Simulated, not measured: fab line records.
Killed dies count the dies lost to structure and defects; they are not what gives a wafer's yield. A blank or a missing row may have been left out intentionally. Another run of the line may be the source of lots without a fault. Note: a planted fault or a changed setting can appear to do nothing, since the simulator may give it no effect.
What tool caused it? | flow sky130 | Sampling: 11 lots, 33 wafers, 6 of 708 route steps

## WHAT THE GAUGES SHOWED, per wafer
SKY_RES_XHIGH_TW_MEAS_09.
lot  | measured     | on           | RES_XHIGH_TW
L583 | day 26 21:13 | filmMetro-02 | 1656 1648 1650
L585 | day 27 12:46 | filmMetro-04 | 1605 1605 1612
L587 | day 27 23:39 | filmMetro-02 | 1646 1645 1650
L588 | day 28 19:17 | filmMetro-02 | 1647 1644 1646
L589 | day 29 00:41 | filmMetro-03 | 1520 1516 1508
L591 | day 29 10:35 | filmMetro-02 | 1507 1512 1518
L597 | day 31 18:34 | filmMetro-04 | 1624 1634 1640
L598 | day 32 04:05 | filmMetro-02 | 1662 1652 1657
L600 | day 32 15:34 | filmMetro-04 | 1608 1627 1617
L606 | day 34 10:03 | filmMetro-02 | 1664 1673 1677
L605 | day 34 14:49 | filmMetro-04 | 1605 1616 1613

SKY_SD_N_OVL_MEAS_08.
lot  | measured     | on         | SD_N_OVL (nm)
L583 | day 28 01:28 | overlay-02 | -1.7 -3.9 -3.7
L585 | day 28 17:19 | overlay-01 | -2.1 1.0 -2.3
L587 | day 29 03:13 | overlay-01 | -2.0 -0.1 -1.8
L588 | day 30 00:22 | overlay-02 | -1.3 -0.9 -1.4
L589 | day 30 03:58 | overlay-02 | -1.2 0.0 -2.5
L591 | day 30 14:37 | overlay-02 | -1.7 1.1 -0.1
L597 | day 32 22:12 | overlay-01 | -2.7 -1.9 -1.4
L598 | day 33 06:58 | overlay-01 | 3.3 2.5 2.9
L600 | day 33 18:04 | overlay-02 | -2.1 -2.5 0.2
L606 | day 35 13:06 | overlay-02 | -0.3 0.0 -1.9
L605 | day 35 16:49 | overlay-02 | -2.1 -0.9 0.0

SKY_SD_N_RS_MEAS_18: measures by four-point-probe.
lot  | measured     | on           | RES_XHIGH_RS (ohm/sq)
L583 | day 28 02:25 | filmMetro-04 | 335.4 335.5 334.5
L585 | day 28 18:17 | filmMetro-02 | 332.1 333.5 332.2
L587 | day 29 04:11 | filmMetro-04 | 333.4 332.5 333.1
L588 | day 30 01:20 | filmMetro-03 | 333.7 333.1 334.6
L589 | day 30 04:56 | filmMetro-04 | 411.9 411.1 412.9
L591 | day 30 15:40 | filmMetro-03 | 413.7 412.9 413.0
L597 | day 32 23:10 | filmMetro-04 | 331.0 331.9 332.5
L598 | day 33 07:58 | filmMetro-02 | 334.4 333.5 333.4
L600 | day 33 19:02 | filmMetro-02 | 333.3 332.3 333.9
L606 | day 35 14:04 | filmMetro-02 | 335.1 334.7 334.3
L605 | day 35 17:46 | filmMetro-02 | 335.5 334.3 333.9

## TOOL THAT RAN EACH LOT (tool first, then ch and the chambers of the sampled wafers, then the start)
lot  | SKY_LDD_P_STRIP_10                  | SKY_RES_XHIGH_IMPLANT_07        | SKY_SD_N_RTA_14
L583 | plasmaAsher-02 ch 0,1, day 19 02:29 | implanter-03 ch 0, day 26 20:58 | rtpAnneal-01 ch 0, day 28 02:01
L585 | plasmaAsher-03 ch 0,1, day 19 20:49 | implanter-03 ch 0, day 27 12:31 | rtpAnneal-01 ch 0, day 28 17:52
L587 | plasmaAsher-02 ch 1, day 20 11:44   | implanter-04 ch 0, day 27 23:24 | rtpAnneal-02 ch 0, day 29 03:46
L588 | plasmaAsher-02 ch 0,1, day 21 06:38 | implanter-03 ch 0, day 28 19:02 | rtpAnneal-02 ch 0, day 30 00:55
L589 | plasmaAsher-02 ch 0,1, day 21 13:53 | implanter-04 ch 0, day 29 00:26 | rtpAnneal-01 ch 0, day 30 04:31
L591 | plasmaAsher-03 ch 0,1, day 21 23:14 | implanter-04 ch 0, day 29 10:22 | rtpAnneal-01 ch 0, day 30 15:11
L597 | plasmaAsher-02 ch 0,1, day 24 10:09 | implanter-04 ch 0, day 31 18:19 | rtpAnneal-02 ch 0, day 32 22:44
L598 | plasmaAsher-03 ch 0,1, day 24 23:26 | implanter-04 ch 0, day 32 03:52 | rtpAnneal-01 ch 0, day 33 07:32
L600 | plasmaAsher-02 ch 0,1, day 25 09:36 | implanter-04 ch 0, day 32 15:19 | rtpAnneal-01 ch 0, day 33 18:37
L606 | plasmaAsher-01 ch 1, day 27 09:48   | implanter-03 ch 0, day 34 09:48 | rtpAnneal-01 ch 0, day 35 13:38
L605 | plasmaAsher-02 ch 0,1, day 27 12:51 | implanter-04 ch 0, day 34 14:34 | rtpAnneal-01 ch 0, day 35 17:21
- SKY_LDD_P_STRIP_10: strips in O2/N2.
- SKY_RES_XHIGH_IMPLANT_07
- SKY_SD_N_RTA_14: time 2 s.

## AS READ BY THE TOOLS THEMSELVES (means over the sampled wafers that have a number; for cases with no such wafer, the mark the record gives instead)
SKY_LDD_P_STRIP_10.
lot  | tool           | chamberPressureMTorr (mTorr) | drypumpMotorCurrentA (A) | oesProductAu (a.u.) | stripTimeToEndpointS (s)
L583 | plasmaAsher-02 | 1500                         | 5.7                      | 0.714               | 14.14
L585 | plasmaAsher-03 | 1499                         | 5.2                      | 0.718               | 14.14
L587 | plasmaAsher-02 | 1500                         | 6.2                      | 0.717               | 14.22
L588 | plasmaAsher-02 | 1500                         | 5.3                      | 0.719               | 14.18
L589 | plasmaAsher-02 | 1500                         | 5.3                      | 0.716               | 14.14
L591 | plasmaAsher-03 | 1500                         | 5.3                      | 0.720               | 14.14
L597 | plasmaAsher-02 | 1500                         | 5.8                      | 0.717               | 14.20
L598 | plasmaAsher-03 | 1501                         | 5.3                      | 0.718               | 14.16
L600 | plasmaAsher-02 | 1501                         | 5.3                      | 0.717               | 14.16
L606 | plasmaAsher-01 | 1498                         | 5.7                      | 0.717               | 14.17
L605 | plasmaAsher-02 | 1499                         | 5.3                      | 0.714               | 14.15

SKY_RES_XHIGH_IMPLANT_07.
lot  | tool         | beamOnS (s) | faradayCurrentUA
L583 | implanter-03 | 38.6        | 527
L585 | implanter-03 | 37.8        | 536
L587 | implanter-04 | 36.6        | 553
L588 | implanter-03 | 39.3        | 516
L589 | implanter-04 | 28.1        | 723
L591 | implanter-04 | 28.1        | 722
L597 | implanter-04 | 36.4        | 556
L598 | implanter-04 | 36.0        | 564
L600 | implanter-04 | 36.6        | 554
L606 | implanter-03 | 38.0        | 533
L605 | implanter-04 | 37.1        | 547

SKY_SD_N_RTA_14.
lot  | tool         | lampPowerPct (%) | wafer_temp_C_max
L583 | rtpAnneal-01 | 15.73            | 1078.6
L585 | rtpAnneal-01 | 15.77            | 1077.1
L587 | rtpAnneal-02 | 15.76            | 1077.7
L588 | rtpAnneal-02 | 15.80            | 1078.0
L589 | rtpAnneal-01 | 15.68            | 1079.3
L591 | rtpAnneal-01 | 15.72            | 1078.6
L597 | rtpAnneal-02 | 15.74            | 1077.9
L598 | rtpAnneal-01 | 15.76            | 1078.6
L600 | rtpAnneal-01 | 15.71            | 1078.2
L606 | rtpAnneal-01 | 15.71            | 1078.0
L605 | rtpAnneal-01 | 15.72            | 1078.2

## THE ANSWER, worked out from the rows above alone
Rule: the lots themselves supply what counts as usual. Put in order of their means at a reading, lots are off if they are a third of the lots or fewer, leave a main group of 4 or more, and stand apart from it by a gap of 3 or more times the standard deviation of the main group's means; of several such gaps the widest counts. If all means in a main group match to the digits the tables above print for the reading, that group is not used. A lot without any number at a reading at which 4 lots or more have one is off too. Where the step has rows for the other lots, those lots are counted as sound. Order of review: gauges by route order, followed by the tools' own readings, for which a lot's mean as printed above is used. At the first step where some lot is off, the reading lying furthest off is the one used; lots without a number count as furthest.
Off: at SKY_RES_XHIGH_TW_MEAS_09 (RES_XHIGH_TW), L589, L591. The main group: mean 1638, standard deviation 21.
A tool fits if, at a process step before that reading, it ran every lot that is off, and no sound lot after the first of them. Not tried: the gauges at SKY_RES_XHIGH_TW_MEAS_09; whatever is off there is also off at SKY_RES_XHIGH_IMPLANT_07, on other tools, and gauge error can't account for it. Of those tried, none fits.

## WHAT WAS PUT IN BY THE SIMULATOR
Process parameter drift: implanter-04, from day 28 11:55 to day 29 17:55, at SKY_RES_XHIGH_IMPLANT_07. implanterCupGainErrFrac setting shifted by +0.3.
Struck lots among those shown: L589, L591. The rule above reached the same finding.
